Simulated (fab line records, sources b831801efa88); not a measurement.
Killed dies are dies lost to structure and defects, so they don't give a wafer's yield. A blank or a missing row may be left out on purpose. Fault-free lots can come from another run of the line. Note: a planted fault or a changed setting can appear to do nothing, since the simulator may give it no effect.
A lot that was struck, set against a sound lot / flow sky130 / 33 out of 708 route steps
Sound: these wafers, L328.2, L328.3, L328.6. The struck wafers were L335.1, L335.5, L335.6. The cause comes at the end.
Order at every step that has rows: each side's tool, ch and its chambers, its first start. Under that, the readings that differ: sound wafers / struck wafers / difference of the means / sigmas: that difference in standard deviations of wafers without a fault.
alike: readings whose means differ by less than 2 such deviations, and words and numbers that are the same on both sides. not compared: withheld readings, readings that some wafer has no value for, bounds like >300 that may hide the same value, and numbers for which the record gives no deviation and whose values overlap.
Wherever a step has rows on one side only, a row that says differs or no value, or a row with sigmas, the two part there. Numbers that have no deviation but don't overlap get no sigmas and don't part them. A reading missing from all wafers of one side parts the sides only when that side holds two or more wafers.

first, 9 steps without rows for these wafers: SKY_LI_CONTACT_ETCH_14 (etches BARC in N2/H2, stops on SiO2, time 45.9 s, target depth 60 nm); SKY_LI_CONTACT_ETCH_15 (etches PSG in C4F8/O2/Ar, stops on Si, target depth 600 nm); SKY_LI_CONTACT_STRIP_16 (strips in O2/N2); SKY_LI_CONTACT_CLEAN_17 (cleans in NMP, time 600 s); SKY_LI_CONTACT_PRE_CLEAN_18 (time 5.6 s); SKY_LI_CONTACT_SPUTTER_19 (material Ti, target thk 20 nm, time 106.37 s); SKY_LI_CONTACT_SPUTTER_20 (material TiN, target thk 20 nm, time 80 s); SKY_LI_CONTACT_CVD_21 (deposits W, target thk 400 nm, time 120.56 s); SKY_LI_CONTACT_CMP_24 (polishes, stops on PSG, t overpolish 20 s, target thk 0 nm).
SKY_LOCAL_INTERCONNECT_SPUTTER_00: material TiN, target thk 100 nm, time 83.3 s.
  sound on pvdSputter-04 at day 30 12:13; struck on pvdSputter-04 at day 33 05:52
  alike: throttleValvePct
then, 22 steps without rows for these wafers: SKY_LOCAL_INTERCONNECT_DEHYDRATE_03 (time 60 s); SKY_LOCAL_INTERCONNECT_HMDS_04 (prime time 60 s); SKY_LOCAL_INTERCONNECT_COAT_05 (resist thk 60 nm); SKY_LOCAL_INTERCONNECT_COAT_06 (resist thk 450 nm); SKY_LOCAL_INTERCONNECT_SOFTBAKE_07 (time 90 s); SKY_LOCAL_INTERCONNECT_EXPOSE_08 (exposes mask LI1M, target cd 170 nm); SKY_LOCAL_INTERCONNECT_PEB_09; SKY_LOCAL_INTERCONNECT_DEVELOP_10 (develop time 60 s); SKY_LOCAL_INTERCONNECT_ETCH_13 (etches BARC in N2/H2, stops on SiO2, time 45.9 s, target depth 60 nm); SKY_LOCAL_INTERCONNECT_METAL_ETCH_14 (etches TiN in Cl2/BCl3, stops on PSG, target depth 110 nm, time 31.4 s); SKY_LOCAL_INTERCONNECT_STRIP_15 (strips in O2/N2); SKY_LOCAL_INTERCONNECT_STRIP_16 (strips in post etch residue remover, time 1200 s); SKY_LOCAL_INTERCONNECT_CLEAN_17 (cleans in IPA, time 180 s); SKY_LOCAL_INTERCONNECT_CLEAN_18 (cleans in O3/DIW); SKY_CONTACT_CVD_00 (deposits Si3N4, target thk 75 nm); SKY_CONTACT_HDPCVD_02 (deposits SiO2, target thk 565 nm, time 94.2 s); SKY_CONTACT_CMP_04 (polishes SiO2); SKY_CONTACT_DEHYDRATE_06 (time 60 s); SKY_CONTACT_HMDS_07 (prime time 60 s); SKY_CONTACT_COAT_08 (resist thk 60 nm); SKY_CONTACT_COAT_09 (resist thk 450 nm); SKY_CONTACT_SOFTBAKE_10 (time 90 s).
-- the record jumps here: 16 days lie between the struck wafers' starts before and after (it left off in module CONTACT and takes up again in module PAD_OPEN, whose first step shown is number 708 of the route) --
SKY_PAD_OPEN_PROBE_99:
  sound on prober-02 at day 46 18:25; struck on prober-02 at day 48 18:09
reading=killedAtContacts; sound=19 30 25; struck=46 66 68; difference=+35; sigmas=+6
reading=killedDies; sound=91 96 99; struck=103 126 129; difference=+24; sigmas=+3
reading=killedOnRim; sound=15 16 17; struck=25 24 23; difference=+8; sigmas=+2
  alike: killed_at_M0_to_M3, killed_at_M4_up, killedAtFrontEnd, killedAtOther, killedOpen, killedShort

## WHERE THEY PART
Only at SKY_PAD_OPEN_PROBE_99, as far as this record shows.

WHY: the cause the simulator had injected
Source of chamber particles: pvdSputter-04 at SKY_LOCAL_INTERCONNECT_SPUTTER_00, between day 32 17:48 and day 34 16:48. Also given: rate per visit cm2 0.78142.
